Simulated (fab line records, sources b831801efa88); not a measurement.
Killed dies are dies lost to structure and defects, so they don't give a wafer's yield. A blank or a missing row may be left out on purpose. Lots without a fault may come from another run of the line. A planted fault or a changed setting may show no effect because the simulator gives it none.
One fault seen from 2 desks | flow gf180mcu | each desk has only its own numbers; what lay behind them comes last

THE TOOL OWNER'S DESK: rie_diel-02
The tool's own readings at GF_V1_ETCH_17 (etches SiO2 in C4F8/O2/Ar, stops on TiN, target depth 630 nm): means of the sampled wafers that have a number, for each lot that ran on this tool. A lot is out of limits, marked OUT, if its mean lies more than 4 standard deviations from the usual mean; the brackets give that distance.
Columns: A = oes_product_au at GF_V1_ETCH_17, usual 0.856 a.u.; B = rf_fwd_power_W at GF_V1_ETCH_17, usual 1492 W
lot  | first seen here | A     | B
L884 | day 23 15:00    | 0.856 | 1567 (+15) OUT
L893 | day 26 05:00    | 0.859 | 1489
This desk's finding: out of limits on L884; first on L884, day 23 15:00 (rf_fwd_power_W at GF_V1_ETCH_17). In limits: L893.

THE METROLOGY DESK
What the gauges read, lot by lot, whatever tool the lot ran on: means of the sampled wafers that have a number. A lot is out of limits, marked OUT, if its mean lies more than 4 standard deviations from the usual mean; the brackets give that distance.
Columns: A = M1_OVL at GF_M1_OVL_MEAS_15, usual 1 nm
lot  | first seen here | A
L870 | day 16 17:13    | 4
L871 | day 17 04:46    | 5
L873 | day 18 22:32    | -7
L875 | day 18 23:46    | -4
L874 | day 19 00:43    | 2
L884 | day 22 15:59    | 5
L885 | day 22 19:11    | -4
L886 | day 23 04:11    | 8
L887 | day 23 08:11    | 1
L889 | day 24 00:47    | -3
L891 | day 24 14:28    | 1
L892 | day 24 21:43    | -2
L893 | day 25 06:43    | -1
This desk's finding: nothing out of limits on any of the 13 lots.

PUT TOGETHER
The tool owner's desk could have raised an alarm at day 23 15:00, on L884.
The metrology desk saw nothing out of limits.
The metrology desk has L884 on record, within its limits.
Of the lots named, all ran GF_V1_ETCH_17 on rie_diel-02.

WHAT THE SIMULATOR HAD PUT IN
Process parameter drift: rie_diel-02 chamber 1, from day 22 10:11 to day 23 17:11, at GF_V1_ETCH_17. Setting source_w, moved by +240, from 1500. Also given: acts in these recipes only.
Lots struck among those shown: L884.
Hours from the fault's start to each desk's first reading out of limits: the tool owner's desk, 29.
